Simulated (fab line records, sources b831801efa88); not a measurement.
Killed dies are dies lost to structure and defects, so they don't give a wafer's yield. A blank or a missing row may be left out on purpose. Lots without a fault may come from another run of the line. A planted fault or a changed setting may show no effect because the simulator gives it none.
Tool commonality check | flow gf180mcu | 13 lots, 45 wafers sampled

WHY IT WAS OPENED
At GF_HV_LDD_RS_MEAS_53 the reading HV_LDD_RS is flagged on 2 of 13 lots. Wafers without a fault read 412.7 ohm/sq, standard deviation 0.79.
Rule: a lot is flagged when every wafer of it that has a number lies more than 4 standard deviations from that mean, or none has a number. The other lots count as sound.

lot  | measured     | on            | HV_LDD_RS (ohm/sq), wafer by wafer  | flag
L604 | day 12 15:49 | film_metro-01 | 412.5 412.7 412.9                   |
L605 | day 12 17:02 | film_metro-03 | 414.2 415.0 414.2                   |
L606 | day 13 05:28 | film_metro-02 | 413.2 411.9 412.4                   |
L608 | day 13 23:30 | film_metro-01 | 412.5 413.2 412.2                   |
L609 | day 14 01:49 | film_metro-01 | 411.4 411.0 411.2                   |
L610 | day 14 12:16 | film_metro-03 | 411.2 411.7 412.5                   |
L611 | day 14 13:30 | film_metro-03 | 412.9 413.2 413.4                   |
L613 | day 15 16:08 | film_metro-01 | 413.5 412.5 412.0                   |
L614 | day 15 22:34 | film_metro-01 | 413.2 412.4 412.4                   |
L619 | day 17 13:34 | film_metro-02 | 413.7 412.4 414.2                   |
L621 | day 18 04:03 | film_metro-02 | 407.2 406.9 407.0 407.1 406.3 407.5 | FLAGGED
L622 | day 18 13:44 | film_metro-03 | 407.1 406.7 407.9 407.6 406.9 408.0 | FLAGGED
L624 | day 19 06:35 | film_metro-03 | 412.5 412.4 412.9                   |
The numbers of the flagged lots are 407.2 ohm/sq on average: -5.5 ohm/sq against the usual, or -7 standard deviations.

WHICH TOOL RAN EACH LOT
The record holds 1 process step before the reading, out of a route of 602 steps. In each cell: the tool, then ch and the chambers that the sampled wafers went through, then the start.
lot  | flag    | GF_HV_LDD_IMPLANT_34
L604 |         | implanter-03 ch 0, day 11 19:37
L605 |         | implanter-02 ch 0, day 11 20:55
L606 |         | implanter-01 ch 0, day 12 08:57
L608 |         | implanter-02 ch 0, day 13 03:00
L609 |         | implanter-02 ch 0, day 13 04:55
L610 |         | implanter-02 ch 0, day 13 15:06
L611 |         | implanter-03 ch 0, day 13 15:59
L613 |         | implanter-02 ch 0, day 14 17:12
L614 |         | implanter-03 ch 0, day 14 23:26
L619 |         | implanter-01 ch 0, day 16 13:32
L621 | FLAGGED | implanter-01 ch 0, day 17 03:56
L622 | FLAGGED | implanter-01 ch 0, day 17 12:58
L624 |         | implanter-02 ch 0, day 18 05:55
What these steps do:
- GF_HV_LDD_IMPLANT_34
- GF_HV_LDD_RS_MEAS_53: measures by four-point-probe.

FLAGGED OVER TOTAL, TOOL BY TOOL (the gauges that took the reading come last)
step                 | tool          | lots run | flagged | share of the flagged lots | sound lots run after its first flagged lot
GF_HV_LDD_IMPLANT_34 | implanter-01  | 4        | 2       | all                       | 0
GF_HV_LDD_IMPLANT_34 | implanter-02  | 6        | 0       | none                      | -
GF_HV_LDD_IMPLANT_34 | implanter-03  | 3        | 0       | none                      | -
GF_HV_LDD_RS_MEAS_53 | film_metro-01 | 5        | 0       | none                      | -
GF_HV_LDD_RS_MEAS_53 | film_metro-02 | 3        | 1       | some                      | 0
GF_HV_LDD_RS_MEAS_53 | film_metro-03 | 5        | 1       | some                      | 1 (L624)

WHAT THE TABLE ALLOWS
1 row of the table ran every flagged lot: implanter-01 at GF_HV_LDD_IMPLANT_34.
- implanter-01 at GF_HV_LDD_IMPLANT_34: 2 of its 4 lots flagged. Its last sound lot is L619 (day 16 13:32), its first flagged lot L621 (day 17 03:56): a fault that began between those two fits. Its own readings lie more than 4 standard deviations out on every wafer of the flagged lots: dose_ions_cm2, faraday_current_uA.
One tool is left: implanter-01 at GF_HV_LDD_IMPLANT_34.

WHAT THE SIMULATOR HAD PUT IN
Process parameter drift: implanter-01, from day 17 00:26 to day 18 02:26, at GF_HV_LDD_IMPLANT_34. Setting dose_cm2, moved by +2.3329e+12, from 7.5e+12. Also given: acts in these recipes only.
Lots struck among those shown: L621, L622. The rule above found the same.
